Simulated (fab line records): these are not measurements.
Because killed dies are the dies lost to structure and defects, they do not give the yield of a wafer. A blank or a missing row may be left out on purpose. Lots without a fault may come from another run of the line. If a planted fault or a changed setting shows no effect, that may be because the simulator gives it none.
fab line records	flow gf180mcu	part 1 of 2: steps 1 to 27 of 37
record: lots: 5	wafers: 15	lastDay: 34
route steps=602 shown STI@7 DNWELL@32 NWELL@42
lots that met no fault: from a run of the same line without faults
startH: hours from the record's first day to the start of the lot's first wafer shown	waitH: time in hours since the lot's previous step	" same as the row above	L1.1+2: several wafers, shown together as one row	- no value, or no start given	* or withheld: withheld	< > ~ a bound
route shown NAME@n: names a module that has steps shown in the file, with the first one's number in the route	usual: the fault-free wafers' mean and standard deviation	same: alike in all rows	chamber/n: place in a boat	sites: each site's reading	_std_site: standard deviation of those values	_edge_site: the outer-site mean with the inner-site mean subtracted	radiusMm: how far each site lies from the wafer's centre	mask NAME#n: copy n	behind: the tool/chamber that last shaped the wafer	hold: why the lot was held/for how many hours/how that ended	device: the transistor (n, p or np) that didn't switch	end of line: tests of these same wafers at the route's end	a step given without rows: its recipe and nothing more	killed: the dies lost at the first sort to structure and to defects; this is not the yield of the wafer	map: a wafer's dies, x killed, . not, _ none there
set.NAME: setting as actually run; set.NAME@STEP: the setting as run at that earlier step	model.NAME: the simulator's own value behind a step, which no gauge read
certain route steps with their lots: each step a table, each wafer a row
services: the hour from which a tool's chamber was out of use, counted from the record's first day as startH (under 0 if before that day), plus the number of hours and why
== steps ==
step: GF_STI_HMDS_06
recipe: primeTimeS: 60	primeTempC: 120
usual: exhaustPa: 45.1/1
lot.wafer	tool	chamber	startH	waitH	exhaustPa
L082.2	lithoTrack-01	0	62.30	0.1	45.2
L082.5	"	0	"	"	44.9
L082.6	"	0	"	"	44.4
L087.1	lithoTrack-03	0	84.91	0.1	43.0
L087.2	"	0	"	"	44.5
L087.5	"	0	"	"	44.3
L093.2	lithoTrack-03	0	115.18	0.1	45.4
L093.3	"	0	"	"	44.0
L093.4	"	0	"	"	45.4
L094.2	lithoTrack-03	0	121.88	0.1	45.7
L094.5	"	0	"	"	46.3
L094.6	"	0	"	"	45.6
L097.1	lithoTrack-03	0	135.86	0.1	43.2
L097.2	"	0	"	"	44.4
L097.4	"	0	"	"	43.1
step: GF_STI_COAT_07
recipe: resist: KrF	spinRpm: withheld	resistThkNm: 700
usual: exhaustPa: 44.9/0.9
lot.wafer	tool	chamber	startH	waitH	exhaustPa
L082.2	lithoTrack-01	0	62.45	0.1	46.1
L082.5	"	0	"	"	45.0
L082.6	"	0	"	"	44.6
L087.1	lithoTrack-03	0	85.06	0.1	43.4
L087.2	"	0	"	"	44.0
L087.5	"	0	"	"	43.5
L093.2	lithoTrack-03	0	115.33	0.1	43.4
L093.3	"	0	"	"	45.0
L093.4	"	0	"	"	44.5
L094.2	lithoTrack-03	0	122.03	0.1	45.7
L094.5	"	0	"	"	45.8
L094.6	"	0	"	"	45.5
L097.1	lithoTrack-03	0	136.01	0.1	46.0
L097.2	"	0	"	"	45.2
L097.4	"	0	"	"	46.0
step: GF_STI_SOFTBAKE_08
recipe: tempC: 130	timeS: 60	resist: KrF
usual: exhaustPa: 45.1/0.9
same: timeS: 60
lot.wafer	tool	chamber	startH	waitH	exhaustPa
L082.2	lithoTrack-01	0	62.60	0.1	45.8
L082.5	"	0	"	"	45.3
L082.6	"	0	"	"	44.8
L087.1	lithoTrack-03	0	85.21	0.1	44.6
L087.2	"	0	"	"	45.5
L087.5	"	0	"	"	45.7
L093.2	lithoTrack-03	0	115.48	0.1	44.2
L093.3	"	0	"	"	44.6
L093.4	"	0	"	"	44.0
L094.2	lithoTrack-03	0	122.18	0.1	45.4
L094.5	"	0	"	"	45.5
L094.6	"	0	"	"	44.7
L097.1	lithoTrack-03	0	136.16	0.1	44.9
L097.2	"	0	"	"	44.0
L097.4	"	0	"	"	45.8
step: GF_STI_EXPOSE_09
recipe: maskId: COMP	targetCdNm: 220	na: 0.68	sourceShape: conventional	sigmaOuter: 0.6	doseMj: 28
usual: stageVelMmS: 500.05/0.25
same: na: 0.68
lot.wafer	tool	chamber	startH	waitH	mask	stageVelMmS
L082.2	krfScanner-02	0	-	-	COMP#0	500.52
L082.5	"	0	"	"	COMP#0	500.35
L082.6	"	0	"	"	COMP#0	500.54
L087.1	krfScanner-01	0	-	-	COMP#0	499.82
L087.2	"	0	"	"	COMP#0	499.95
L087.5	"	0	"	"	COMP#0	499.81
L093.2	krfScanner-02	0	-	-	COMP#0	499.62
L093.3	"	0	"	"	COMP#0	499.98
L093.4	"	0	"	"	COMP#0	500.07
L094.2	krfScanner-01	0	-	-	COMP#0	499.64
L094.5	"	0	"	"	COMP#0	499.82
L094.6	"	0	"	"	COMP#0	500.13
L097.1	krfScanner-01	0	-	-	COMP#0	500.03
L097.2	"	0	"	"	COMP#0	500.54
L097.4	"	0	"	"	COMP#0	499.89
step: GF_STI_PEB_10
recipe: pebTempC: 135	pebTimeS: 90	resist: KrF
usual: exhaustPa: 45.1/1
lot.wafer	tool	chamber	startH	waitH	exhaustPa
L082.2	lithoTrack-01	0	-	-	44.4
L082.5	"	0	"	"	45.3
L082.6	"	0	"	"	45.0
L087.1	lithoTrack-03	0	-	-	45.6
L087.2	"	0	"	"	44.9
L087.5	"	0	"	"	43.1
L093.2	lithoTrack-02	0	-	-	45.3
L093.3	"	0	"	"	45.3
L093.4	"	0	"	"	44.8
L094.2	lithoTrack-02	0	-	-	45.6
L094.5	"	0	"	"	45.9
L094.6	"	0	"	"	44.1
L097.1	lithoTrack-01	0	-	-	44.8
L097.2	"	0	"	"	47.2
L097.4	"	0	"	"	46.7
step: GF_STI_DEVELOP_11
recipe: developTimeS: 60	devTempC: 21
usual: exhaustPa: 45.0/1.1
lot.wafer	tool	chamber	startH	waitH	exhaustPa
L082.2	lithoTrack-01	0	68.50	0.2	44.8
L082.5	"	0	"	"	44.2
L082.6	"	0	"	"	44.7
L087.1	lithoTrack-03	0	92.11	0.2	42.9
L087.2	"	0	"	"	44.0
L087.5	"	0	"	"	44.7
L093.2	lithoTrack-02	0	123.10	0.2	46.1
L093.3	"	0	"	"	45.4
L093.4	"	0	"	"	46.0
L094.2	lithoTrack-02	0	129.40	0.2	45.2
L094.5	"	0	"	"	45.1
L094.6	"	0	"	"	45.1
L097.1	lithoTrack-01	0	142.97	0.2	42.7
L097.2	"	0	"	"	42.8
L097.4	"	0	"	"	43.9
step: GF_STI_CD_MEAS_12
recipe: targetCdNm: 220
usual: cdNm: 220.3/1.2
lot.wafer	tool	chamber	startH	waitH	cdNm
L082.2	cdSem-02	-	68.64	0.1	220.8
L082.5	"	-	"	"	221.6
L082.6	"	-	"	"	220.4
L087.1	cdSem-02	-	92.26	0.1	220.6
L087.2	"	-	"	"	221.2
L087.5	"	-	"	"	219.6
L093.2	cdSem-02	-	123.25	0.1	220.5
L093.3	"	-	"	"	221.9
L093.4	"	-	"	"	221.0
L094.2	cdSem-01	-	129.55	0.1	219.6
L094.5	"	-	"	"	219.7
L094.6	"	-	"	"	219.2
L097.1	cdSem-01	-	143.12	0.1	216.9
L097.2	"	-	"	"	217.5
L097.4	"	-	"	"	217.6
step: GF_STI_ETCH_13
recipe: chemistry: CHF3/O2	stopOn: Si	overEtchFrac: 0.3	targetDepthA: 2823.1	sourceW: 600	biasW: 200	pressureMtorr: 40	chf3FlowSccm: 50	O2_flow_sccm: 5	timeS: 112.9
usual: drypumpMotorCurrentA: 5.8/0.41	oesProductAu: 0.831/0.0066	rfFwdPowerW: 596.8/2.2	throttleValvePct: 8.809/0.0089
same: timeS: 112.9
lot.wafer	tool	chamber	startH	waitH	drypumpMotorCurrentA	oesProductAu	rfFwdPowerW	rfHoursCounterH	throttleValvePct
L082.2	rieDiel-01	3	68.74	0.1	6.3	0.827	597.7	2	8.823
L082.5	"	2	"	"	6.1	0.822	599.8	-	8.813
L082.6	"	0	"	"	6.2	0.825	596.1	-	8.817
L087.1	rieDiel-01	3	92.38	0.1	6.4	0.828	600.3	2	8.819
L087.2	"	0	"	"	6.2	0.835	599.0	55	8.807
L087.5	"	3	"	"	6.4	0.831	597.8	-	8.792
L093.2	rieDiel-03	0	123.35	0.1	5.3	0.833	593.2	2	8.821
L093.3	"	1	"	"	5.5	0.837	595.4	153	8.817
L093.4	"	3	"	"	5.2	0.834	594.8	5	8.821
L094.2	rieDiel-03	1	129.65	0.1	5.5	0.839	596.7	154	8.800
L094.5	"	2	"	"	5.4	0.829	595.4	-	8.804
L094.6	"	3	"	"	5.2	0.828	596.6	-	8.810
L097.1	rieDiel-03	0	143.24	0.1	5.4	0.827	599.1	3	8.807
L097.2	"	2	"	"	5.3	0.832	593.8	85	8.813
L097.4	"	3	"	"	5.2	0.840	598.6	6	8.814
step: GF_STI_ETCH_14
recipe: target: Si	chemistry: HBr/Cl2/O2	targetDepthNm: 360	icpW: 600	biasW: 150	pressureMtorr: 15	HBr_flow_sccm: 150	Cl2_flow_sccm: 40	O2_flow_sccm: 6	timeS: 102.9
usual: drypumpMotorCurrentA: 5.5/0.34	oesProductAu: 0.998/0.012	rfFwdPowerW: 596.1/2	throttleValvePct: 25.658/0.012
same: timeS: 102.9
lot.wafer	tool	chamber	startH	waitH	drypumpMotorCurrentA	oesProductAu	rfFwdPowerW	rfHoursCounterH	throttleValvePct
L082.2	rieSi-01	1	68.82	0.0	5.2	0.990	598.1	27	25.650
L082.5	"	1	"	"	5.2	0.998	598.6	-	25.655
L082.6	"	0	"	"	5.4	0.998	597.3	-	25.669
L087.1	rieSi-02	2	92.46	0.0	6.0	0.980	595.6	10	25.648
L087.2	"	1	"	"	5.3	1.013	596.4	13	25.642
L087.5	"	3	"	"	5.5	0.992	597.5	-	25.656
L093.2	rieSi-02	3	123.43	0.0	5.5	1.004	596.6	4	25.648
L093.3	"	1	"	"	5.3	1.018	601.1	13	25.648
L093.4	"	0	"	"	5.8	1.017	595.2	1	25.652
L094.2	rieSi-02	3	129.73	0.0	5.5	0.989	594.5	4	25.652
L094.5	"	0	"	"	5.8	1.009	596.3	-	25.641
L094.6	"	3	"	"	5.5	0.998	594.0	-	25.659
L097.1	rieSi-02	1	143.32	0.0	5.3	1.003	599.1	13	25.642
L097.2	"	3	"	"	5.6	1.003	595.3	4	25.653
L097.4	"	2	"	"	6.0	0.984	597.1	11	25.642
step: GF_STI_STRIP_15
recipe: chemistry: O2/N2	powerW: 1400	pressureMtorr: 1500	platenTempC: 250	o2FlowSccm: 3000	n2FlowSccm: 300	overashFraction: 0.5
usual: drypumpMotorCurrentA: 5.68/0.26	heaterPowerW: 355/20	oesProductAu: 0.384/0.005	stripTimeToEndpointS: 3.74/0.05
lot.wafer	tool	chamber	startH	waitH	drypumpMotorCurrentA	heaterPowerW	oesProductAu	rfHoursCounterH	stripTimeToEndpointS
L082.2	plasmaAsher-04	1	68.90	0.0	5.90	368	0.379	43	3.72
L082.5	"	1	"	"	5.88	357	0.388	-	3.70
L082.6	"	0	"	"	5.93	360	0.383	-	3.71
L087.1	plasmaAsher-02	1	92.53	0.0	5.73	325	0.383	43	3.74
L087.2	"	0	"	"	5.80	358	0.377	43	3.65
L087.5	"	1	"	"	5.74	330	0.392	-	3.79
L093.2	plasmaAsher-01	1	123.50	0.0	5.38	378	0.384	32	3.78
L093.3	"	1	"	"	5.32	377	0.387	-	3.67
L093.4	"	0	"	"	5.24	379	0.384	-	3.74
L094.2	plasmaAsher-04	0	129.80	0.0	5.96	342	0.379	1	3.73
L094.5	"	0	"	"	5.99	354	0.384	-	3.71
L094.6	"	1	"	"	5.87	346	0.385	-	3.82
L097.1	plasmaAsher-04	1	143.40	0.0	5.88	349	0.387	3	3.73
L097.2	"	0	"	"	5.97	345	0.383	3	3.70
L097.4	"	0	"	"	6.01	346	0.393	-	3.75
step: GF_STI_CLEAN_16
recipe: chemistry: dHF	timeS: 25	dilution: 100:1
same: timeS: 25
lot.wafer	tool	chamber	startH	waitH
L082.2+5+6	wetBench-03	1	69.00	0.1
L087.1+2+5	wetBench-03	2	92.63	0.1
L093.2+3+4	wetBench-04	3	123.60	0.1
L094.2+5+6	wetBench-04	3	129.90	0.1
L097.1+2+4	wetBench-03	3	143.50	0.1
step: GF_STI_WET_ETCH_17
recipe: chemistry: H3PO4	targetDepthNm: 45	tempC: 160	target: Si3N4	timeS: 514
same: timeS: 514
lot.wafer	tool	chamber	startH	waitH
L082.2+5+6	wetBench-01	1	69.01	0.0
L087.1+2+5	wetBench-04	1	92.66	0.0
L093.2+3+4	wetBench-01	3	123.61	0.0
L094.2+5+6	wetBench-03	2	129.91	0.0
L097.1+2+4	wetBench-01	2	143.51	0.0
step: GF_STI_CLEAN_18
recipe: chemistry: SC1/SC2	mix: 1:4:20	tempC: 70	timeS: 150
same: timeS: 150
lot.wafer	tool	chamber	startH	waitH
L082.2+5+6	wetBench-03	2	69.16	0.0
L087.1+2+5	wetBench-01	1	92.82	0.0
L093.2+3+4	wetBench-03	2	123.77	0.0
L094.2+5+6	wetBench-04	1	130.07	0.0
L097.1+2+4	wetBench-04	3	143.66	0.0
step: GF_STI_CLEAN_19
recipe: chemistry: dHF	timeS: 20	dilution: 100:1
same: timeS: 20
lot.wafer	tool	chamber	startH	waitH
L082.2+5+6	wetBench-01	1	69.21	0.0
L087.1+2+5	wetBench-03	1	92.87	0.0
L093.2+3+4	wetBench-04	1	123.82	0.0
L094.2+5+6	wetBench-03	2	130.12	0.0
L097.1+2+4	wetBench-03	3	143.72	0.0
step: GF_STI_WET_ETCH_20
recipe: chemistry: dHF	dilution: 100:1	targetDepthNm: 20	tempC: 25	dry: ipaMarangoni	target: SiO2	timeS: 400
same: timeS: 400
lot.wafer	tool	chamber	startH	waitH
L082.2+5+6	wetBench-03	1	69.23	0.0
L087.1+2+5	wetBench-01	0	92.90	0.0
L093.2+3+4	wetBench-01	2	123.83	0.0
L094.2+5+6	wetBench-04	0	130.13	0.0
L097.1+2+4	wetBench-01	2	143.73	0.0
step: GF_STI_OXIDATION_21
recipe: tempC: 1000	ambient: O2	stabiliseS: 600	purgeS: 300	targetThkA: 150	oxTimeS: 458
usual: oxTempC: 999.9/0.37
lot.wafer	tool	chamber	startH	waitH	oxTempC
L082.2	furnace-01	0	69.35	0.0	999.9
L082.5	"	0	"	"	999.9
L082.6	"	0	"	"	1000.1
L087.1	furnace-02	0	93.47	0.4	1000.4
L087.2	"	0	"	"	1000.1
L087.5	"	0	"	"	999.4
L093.2	furnace-02	0	123.95	0.0	999.8
L093.3	"	0	"	"	1000.0
L093.4	"	0	"	"	1000.8
L094.2	furnace-02	0	130.25	0.0	1000.5
L094.5	"	0	"	"	999.8
L094.6	"	0	"	"	999.6
L097.1	furnace-01	0	143.85	0.0	999.3
L097.2	"	0	"	"	1000.2
L097.4	"	0	"	"	999.4
step: GF_STI_THK_MEAS_22
recipe: reads: SiO2_of_STI_OXIDATION_21
usual: STI_OXIDATION_01_THK: 14.95/0.29
lot.wafer	tool	chamber	startH	waitH	STI_OXIDATION_01_THK[nm]
L082.2	filmMetro-04	-	70.48	0.0	15.20
L082.5	"	-	"	"	15.40
L082.6	"	-	"	"	15.41
L087.1	filmMetro-01	-	94.59	0.0	14.81
L087.2	"	-	"	"	15.16
L087.5	"	-	"	"	15.06
L093.2	filmMetro-01	-	125.09	0.0	14.54
L093.3	"	-	"	"	14.91
L093.4	"	-	"	"	15.03
L094.2	filmMetro-04	-	131.39	0.0	15.06
L094.5	"	-	"	"	15.02
L094.6	"	-	"	"	14.98
L097.1	filmMetro-03	-	144.98	0.0	15.17
L097.2	"	-	"	"	15.49
L097.4	"	-	"	"	15.41
step: GF_STI_CVD_23
recipe: material: SiO2	targetThkNm: 650	sigmaOpenFrac: 0.3	timeS: 108.3	tempC: 600	sih4FlowSccm: 60	pressureMtorr: 6
same: timeS: 108.3
lot.wafer	tool	chamber	startH	waitH
L082.2+5+6	hdpcvd-01	2,2,0	70.53	0.0
L087.1+2+5	hdpcvd-02	2,0,2	94.65	0.1
L093.2+3+4	hdpcvd-01	0,1,0	125.14	0.0
L094.2+5+6	hdpcvd-02	1,1,2	131.44	0.0
L097.1+2+4	hdpcvd-01	0,2,2	145.04	0.1
step: GF_STI_THK_MEAS_24
recipe: reads: SiO2_of_STI_CVD_23
usual: STI_CVD_23_THK: 653/5.8
lot.wafer	tool	chamber	startH	waitH	STI_CVD_23_THK[nm]
L082.2	filmMetro-01	-	70.62	0.0	656
L082.5	"	-	"	"	650
L082.6	"	-	"	"	658
L087.1	filmMetro-04	-	94.73	0.0	653
L087.2	"	-	"	"	654
L087.5	"	-	"	"	652
L093.2	filmMetro-04	-	125.22	0.0	649
L093.3	"	-	"	"	651
L093.4	"	-	"	"	645
L094.2	filmMetro-03	-	131.52	0.0	660
L094.5	"	-	"	"	659
L094.6	"	-	"	"	658
L097.1	filmMetro-03	-	145.16	0.1	651
L097.2	"	-	"	"	649
L097.4	"	-	"	"	651
step: GF_STI_CMP_25
recipe: stopOn: Si3N4	tOverpolishS: 33	downForcePsi: 4	platenRpm: 60	targetThkNm: 524.6	padVelocityMS: 0.94248
usual: motorCurrentA: 12.2/1.4	overpolishRunS: 33.000/0.0079	timeToEndpointS: 121/3.7
lot.wafer	tool	chamber	startH	waitH	motorCurrentA	overpolishRunS	timeToEndpointS
L082.2	cmp-01	1	70.67	0.0	10.5	32.995	113
L082.5	"	1	"	"	10.8	33.003	115
L082.6	"	2	"	"	13.4	33.002	120
L087.2	cmp-02	3	94.79	0.0	14.8	32.993	121
L087.1	"	2	"	"	12.9	32.990	123
L087.5	"	3	"	"	15.0	32.992	121
L093.3	cmp-01	3	125.27	0.0	10.6	32.997	121
L093.4	"	1	"	"	10.5	33.015	116
L093.2	"	2	"	"	13.6	33.007	120
L094.2	cmp-02	0	131.57	0.0	12.6	33.012	115
L094.6	"	0	"	"	11.5	32.995	116
L094.5	"	1	"	"	10.8	32.998	125
L097.2	cmp-01	0	145.28	0.1	11.0	32.998	120
L097.4	"	1	"	"	10.5	33.004	119
L097.1	"	2	"	"	13.0	32.989	117
step: GF_STI_WET_ETCH_26
recipe: chemistry: dHF	targetDepthNm: 94	target: SiO2	tempC: 25	dilution: 10:1	timeS: 188
same: timeS: 188
lot.wafer	tool	chamber	startH	waitH
L082.2+5+6	wetBench-01	2	70.97	0.2
L087.1+2+5	wetBench-03	0	95.09	0.1
L093.2+3+4	wetBench-04	2	125.57	0.1
L094.2+5+6	wetBench-01	2	131.87	0.2
L097.1+2+4	wetBench-04	3	145.53	0.1
step: GF_STI_WET_ETCH_27
recipe: chemistry: H3PO4	targetDepthNm: 160	target: Si3N4	tempC: 160	timeS: 1825
same: timeS: 1825
lot.wafer	tool	chamber	startH	waitH
L082.2+5+6	wetBench-03	3	71.03	0.0
L087.1+2+5	wetBench-01	3	95.22	0.0
L093.2+3+4	wetBench-01	3	125.63	0.0
L094.2+5+6	wetBench-04	3	131.93	0.0
L097.1+2+4	wetBench-03	1	145.61	0.0
step: GF_STI_WET_ETCH_28
recipe: chemistry: dHF	targetDepthNm: 20	dry: ipaMarangoni	target: SiO2	tempC: 25	dilution: 10:1	timeS: 40
same: timeS: 40
lot.wafer	tool	chamber	startH	waitH
L082.2+5+6	wetBench-04	1	71.55	0.0
L087.1+2+5	wetBench-04	3	95.79	0.0
L093.2+3+4	wetBench-03	3	126.15	0.0
L094.2+5+6	wetBench-03	2	132.45	0.0
L097.1+2+4	wetBench-01	1	146.12	0.0
step: GF_STI_OXIDATION_29
recipe: tempC: 900	ambient: O2	stabiliseS: 600	purgeS: 300	targetThkA: 100	oxTimeS: 1418
usual: oxTempC: 900.1/0.4
lot.wafer	tool	chamber	startH	waitH	oxTempC
L082.2	furnace-01	0	71.87	0.3	899.7
L082.5	"	0	"	"	899.8
L082.6	"	0	"	"	900.2
L087.1	furnace-02	0	95.80	0.0	900.7
L087.2	"	0	"	"	900.4
L087.5	"	0	"	"	900.8
L093.2	furnace-02	0	126.76	0.6	900.8
L093.3	"	0	"	"	900.5
L093.4	"	0	"	"	899.5
L094.2	furnace-01	0	132.47	0.0	900.1
L094.5	"	0	"	"	900.4
L094.6	"	0	"	"	900.3
L097.1	furnace-02	0	146.56	0.4	900.0
L097.2	"	0	"	"	899.2
L097.4	"	0	"	"	899.8
step: GF_STI_THK_MEAS_30
recipe: reads: SiO2_of_STI_OXIDATION_29
usual: STI_OXIDATION_02_THK: 10.01/0.15
lot.wafer	tool	chamber	startH	waitH	STI_OXIDATION_02_THK[nm]
L082.2	filmMetro-01	-	73.27	0.0	10.26
L082.5	"	-	"	"	9.93
L082.6	"	-	"	"	10.16
L087.1	filmMetro-04	-	97.20	0.0	9.97
L087.2	"	-	"	"	9.75
L087.5	"	-	"	"	9.93
L093.2	filmMetro-01	-	128.17	0.0	9.87
L093.3	"	-	"	"	9.89
L093.4	"	-	"	"	9.98
L094.2	filmMetro-01	-	133.87	0.0	9.78
L094.5	"	-	"	"	9.87
L094.6	"	-	"	"	9.80
L097.1	filmMetro-01	-	147.96	0.0	10.12
L097.2	"	-	"	"	10.01
L097.4	"	-	"	"	9.95
step: GF_DNWELL_DEHYDRATE_00
recipe: tempC: 200	timeS: 60
usual: exhaustPa: 44.9/0.94
same: timeS: 60
lot.wafer	tool	chamber	startH	waitH	exhaustPa
L082.2	lithoTrack-04	0	78.89	5.6	46.7
L082.5	"	0	"	"	45.3
L082.6	"	0	"	"	45.2
L087.1	lithoTrack-02	0	103.83	6.6	43.9
L087.2	"	0	"	"	43.9
L087.5	"	0	"	"	43.3
L093.2	lithoTrack-02	0	135.35	7.2	44.6
L093.3	"	0	"	"	43.0
L093.4	"	0	"	"	44.8
L094.2	lithoTrack-03	0	141.23	7.3	45.8
L094.5	"	0	"	"	44.3
L094.6	"	0	"	"	44.2
L097.1	lithoTrack-02	0	155.53	7.6	43.6
L097.2	"	0	"	"	43.6
L097.4	"	0	"	"	43.3
step: GF_DNWELL_HMDS_01
recipe: primeTimeS: 60	primeTempC: 120
usual: exhaustPa: 45.2/0.88
lot.wafer	tool	chamber	startH	waitH	exhaustPa
L082.2	lithoTrack-04	0	79.04	0.1	44.7
L082.5	"	0	"	"	43.8
L082.6	"	0	"	"	44.6
L087.1	lithoTrack-02	0	103.98	0.1	43.3
L087.2	"	0	"	"	43.3
L087.5	"	0	"	"	44.8
L093.2	lithoTrack-02	0	135.50	0.1	44.8
L093.3	"	0	"	"	44.1
L093.4	"	0	"	"	46.0
L094.2	lithoTrack-03	0	141.38	0.1	43.9
L094.5	"	0	"	"	43.7
L094.6	"	0	"	"	44.7
L097.1	lithoTrack-02	0	155.68	0.1	45.6
L097.2	"	0	"	"	44.1
L097.4	"	0	"	"	44.6
